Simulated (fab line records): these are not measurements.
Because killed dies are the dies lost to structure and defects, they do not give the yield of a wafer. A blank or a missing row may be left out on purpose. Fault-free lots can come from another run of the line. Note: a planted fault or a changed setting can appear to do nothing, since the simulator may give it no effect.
What tool caused it? / flow gf180mcu / 11 lots with 33 wafers sampled at 3 steps, on a route of 602 steps

== WHAT THE GAUGES SHOWED, per wafer ==
GF_CONTACT_RS_MEAS_25: the measuring method here is four-point-probe.
lot=L694; measured=day 16 19:28; on=filmMetro-04; CONTACT_W_RS (ohm/sq)=0.379 0.376 0.378
lot=L695; measured=day 17 06:17; on=filmMetro-01; CONTACT_W_RS (ohm/sq)=0.382 0.380 0.384
lot=L697; measured=day 18 01:20; on=filmMetro-04; CONTACT_W_RS (ohm/sq)=0.381 0.385 0.383
lot=L698; measured=day 18 04:55; on=filmMetro-02; CONTACT_W_RS (ohm/sq)=0.378 0.382 0.381
lot=L701; measured=day 19 11:12; on=filmMetro-01; CONTACT_W_RS (ohm/sq)=0.381 0.388 0.382
lot=L705; measured=day 21 01:43; on=filmMetro-04; CONTACT_W_RS (ohm/sq)=0.274 0.275 0.274
lot=L707; measured=day 21 18:45; on=filmMetro-02; CONTACT_W_RS (ohm/sq)=0.278 0.278 0.276
lot=L713; measured=day 23 13:50; on=filmMetro-02; CONTACT_W_RS (ohm/sq)=0.385 0.390 0.392
lot=L714; measured=day 23 21:31; on=filmMetro-02; CONTACT_W_RS (ohm/sq)=0.385 0.386 0.382
lot=L715; measured=day 24 03:42; on=filmMetro-04; CONTACT_W_RS (ohm/sq)=0.386 0.380 0.385
lot=L716; measured=day 24 06:42; on=filmMetro-02; CONTACT_W_RS (ohm/sq)=0.382 0.386 0.382

== TOOL THAT RAN EACH LOT (tool first, then ch and the chambers of the sampled wafers, then the start) ==
lot=L694; GF_CONTACT_ETCH_17=rieDiel-03 ch 0,2,3, day 16 19:22 or earlier; GF_CONTACT_CVD_24=cvdW-01 ch 0,1, day 16 19:22
lot=L695; GF_CONTACT_ETCH_17=rieDiel-04 ch 0,1, day 17 06:10 or earlier; GF_CONTACT_CVD_24=cvdW-01 ch 0,1, day 17 06:10
lot=L697; GF_CONTACT_ETCH_17=rieDiel-02 ch 0,2, day 18 01:13 or earlier; GF_CONTACT_CVD_24=cvdW-02 ch 0,1, day 18 01:13
lot=L698; GF_CONTACT_ETCH_17=rieDiel-02 ch 0,1,3, day 18 04:49 or earlier; GF_CONTACT_CVD_24=cvdW-01 ch 0,1, day 18 04:49
lot=L701; GF_CONTACT_ETCH_17=rieDiel-04 ch 0,1,2, day 19 11:06 or earlier; GF_CONTACT_CVD_24=cvdW-02 ch 0,1, day 19 11:06
lot=L705; GF_CONTACT_ETCH_17=rieDiel-04 ch 0,1, day 21 01:37 or earlier; GF_CONTACT_CVD_24=cvdW-01 ch 1, day 21 01:37
lot=L707; GF_CONTACT_ETCH_17=rieDiel-04 ch 0,1,3, day 21 18:39 or earlier; GF_CONTACT_CVD_24=cvdW-01 ch 0,1, day 21 18:39
lot=L713; GF_CONTACT_ETCH_17=rieDiel-03 ch 1,3, day 23 13:44 or earlier; GF_CONTACT_CVD_24=cvdW-02 ch 1, day 23 13:44
lot=L714; GF_CONTACT_ETCH_17=rieDiel-03 ch 1,2,3, day 23 21:23 or earlier; GF_CONTACT_CVD_24=cvdW-02 ch 0,1, day 23 21:23
lot=L715; GF_CONTACT_ETCH_17=rieDiel-03 ch 2,3, day 24 03:36 or earlier; GF_CONTACT_CVD_24=cvdW-02 ch 0,1, day 24 03:36
lot=L716; GF_CONTACT_ETCH_17=rieDiel-04 ch 0,1,3, day 24 06:36 or earlier; GF_CONTACT_CVD_24=cvdW-02 ch 0,1, day 24 06:36
- GF_CONTACT_ETCH_17: etches SiO2 in C4F8/O2/Ar, stops on CoSi2, target depth 860 nm.
- GF_CONTACT_CVD_24: deposits W, target thk 300 nm, time 90.339 s.

== THE ANSWER, worked out from the rows above alone ==
Rule: the lots themselves supply what counts as usual. Put in order of their means at a reading, lots are off if they are a third of the lots or fewer, leave a main group of 4 or more, and stand apart from it by a gap of 3 or more times the standard deviation of the main group's means; of several such gaps the widest counts. If all means in a main group match to the digits the tables above print for the reading, that group is not used. Also off: a lot with no number at a reading for which 4 or more lots have one. All remaining lots with rows at the step are treated as sound.
Off: L705, L707, at GF_CONTACT_RS_MEAS_25 (CONTACT_W_RS). Mean 0.383 ohm/sq and standard deviation 0.0029 in the main group.
If a tool, at a process step before that reading, ran all the lots that are off and no sound lot after the first of them, it fits. Gauges at GF_CONTACT_RS_MEAS_25: tried the same way as those tools. GF_CONTACT_ETCH_17: start missing for some lots; hours and lot order therefore follow GF_CONTACT_CVD_24. One fits: cvdW-01 at GF_CONTACT_CVD_24. A fault onset in the window from L698 (day 18 04:49, its last sound lot) to L705 (day 21 01:37, its first lot off) fits.

== WHAT WAS PUT IN BY THE SIMULATOR ==
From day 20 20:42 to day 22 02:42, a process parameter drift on cvdW-01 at GF_CONTACT_CVD_24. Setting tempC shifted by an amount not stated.
Struck lots among those shown: L705, L707. The rule above reached the same finding.
